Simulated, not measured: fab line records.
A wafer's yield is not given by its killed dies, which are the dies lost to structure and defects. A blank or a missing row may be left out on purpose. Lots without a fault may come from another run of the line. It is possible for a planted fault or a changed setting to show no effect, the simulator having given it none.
Chamber matching ; flow sky130 ; SKY_CONTACT_CVD_00 on pecvd-03 has 3 sister chambers
The step deposits Si3N4, target thk 75 nm. 6 wafers are shown with their chamber, then 7 later ones without.

## EACH WAFER AND ITS CHAMBER
wafer;chamber;heater_power_w (W);susceptor_temp_C (C)
L080.4;1;651;400.06
L080.5;2;638;399.90
L082.4;1;711;400.24
L082.6;0;580;399.95
L090.1;2;617;400.06
L090.2;0;656;400.32

## WAFERS WHOSE CHAMBER IS MISSING
wafer;heater_power_w (W);susceptor_temp_C (C)
L090.5;674;400.01
L092.1;663;400.20
L092.3;724;400.03
L092.4;667;399.97
L096.3;731;399.68
L096.5;663;400.08
L096.6;670;399.85

## WHICH CHAMBER EACH WENT THROUGH
wafer;from the rows above;in truth
L090.5;can't be placed: 1 or 2 or 0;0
L092.1;can't be placed: 1 or 0 or 2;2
L092.3;can't be placed: 1 or 2 or 0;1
L092.4;can't be placed: 2 or 1 or 0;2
L096.3;can't be placed: 1 or 2 or 0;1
L096.5;can't be placed: 1 or 2 or 0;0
L096.6;can't be placed: 2 or 1 or 0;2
Placed correctly: 0 of 7. Can't be placed from these rows: 7 (the true chamber is among the candidates in 7). Wrongly placed: 0.
How it was worked out, from the rows above alone: a wafer's distance from a chamber is the root of the sum, over the readings, of the square of ((its reading less the chamber's mean) divided by the reading's scatter). The wafer belongs to the nearest chamber; if the next one is less than 2 further off, it can't be placed. For every chamber, the mean is computed from those of its wafers that are shown. The scatter: take each reading less its chamber's mean, square it, sum over the shown wafers, divide by the number of wafers less the number of chambers, and take the root.
